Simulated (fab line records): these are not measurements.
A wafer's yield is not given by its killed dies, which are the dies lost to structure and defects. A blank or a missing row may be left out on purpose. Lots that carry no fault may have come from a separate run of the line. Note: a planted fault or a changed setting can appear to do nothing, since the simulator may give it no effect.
The tool behind it: which one? :: flow gf180mcu :: at 1 step of a route of 602, 15 lots with 45 wafers sampled

## WHAT EACH GAUGE READ, for each wafer
GF_M5_CD_MEAS_07: the cd target is 280 nm. Usual: cd-nm at 279.6 nm, with a standard deviation of 1.1.
lot: L362
measured: day 26 23:30
on: cd-sem-02
cd-nm (nm): 281.1 281.4 280.6
flag: 

lot: L363
measured: day 27 06:28
on: cd-sem-01
cd-nm (nm): 279.5 280.9 280.2
flag: 

lot: L364
measured: day 27 19:06
on: cd-sem-01
cd-nm (nm): 277.9 278.9 279.7
flag: 

lot: L365
measured: day 27 22:27
on: cd-sem-01
cd-nm (nm): 280.5 279.3 279.3
flag: 

lot: L366
measured: day 28 16:38
on: cd-sem-01
cd-nm (nm): 281.5 281.5 281.1
flag: 

lot: L367
measured: day 28 20:12
on: cd-sem-02
cd-nm (nm): 281.0 280.5 280.4
flag: 

lot: L369
measured: day 29 00:30
on: cd-sem-01
cd-nm (nm): 281.2 280.2 280.9
flag: 

lot: L368
measured: day 29 01:27
on: cd-sem-01
cd-nm (nm): 278.4 278.4 278.1
flag: 

lot: L371
measured: day 30 07:53
on: cd-sem-01
cd-nm (nm): 280.1 278.6 278.2
flag: 

lot: L376
measured: day 31 05:52
on: cd-sem-01
cd-nm (nm): 279.9 280.6 280.1
flag: 

lot: L377
measured: day 31 10:04
on: cd-sem-02
cd-nm (nm): 279.3 278.4 278.6
flag: 

lot: L378
measured: day 31 23:28
on: cd-sem-02
cd-nm (nm): 279.1 278.1 277.8
flag: 

lot: L380
measured: day 32 05:35
on: cd-sem-02
cd-nm (nm): 279.8 279.6 279.3
flag: 

lot: L381
measured: day 32 15:15
on: cd-sem-01
cd-nm (nm): 280.7 281.5 280.3
flag: 

lot: L382
measured: day 32 17:20
on: cd-sem-02
cd-nm (nm): 279.9 279.0 277.8
flag: 

## WHICH TOOL RAN EACH LOT (tool, then ch and the chambers of the sampled wafers, then the start)
Before these readings, the record contains no process step.

## WHAT THE TOOLS THEMSELVES READ (means of the sampled wafers that have a number; where no wafer has one, the mark that the record gives instead)
The record holds no such reading with a usual standard deviation.

## THE ANSWER, worked out from the rows above alone
Rule: take the mean of a lot's wafers that have a number; if it is more than 3 standard deviations from the usual mean, the lot is off. A lot without any number at a reading at which 4 lots or more have one is off too. Any other lot the step has rows for is counted as sound. First the gauges in route order, then the tools' own readings, where a lot's mean is used as printed above. At the first step where some lot is off, the reading lying furthest off is the one used; lots without a number count as furthest.
No lot is off at any reading shown: from this, nothing can be told.

## WHAT THE SIMULATOR PUT IN
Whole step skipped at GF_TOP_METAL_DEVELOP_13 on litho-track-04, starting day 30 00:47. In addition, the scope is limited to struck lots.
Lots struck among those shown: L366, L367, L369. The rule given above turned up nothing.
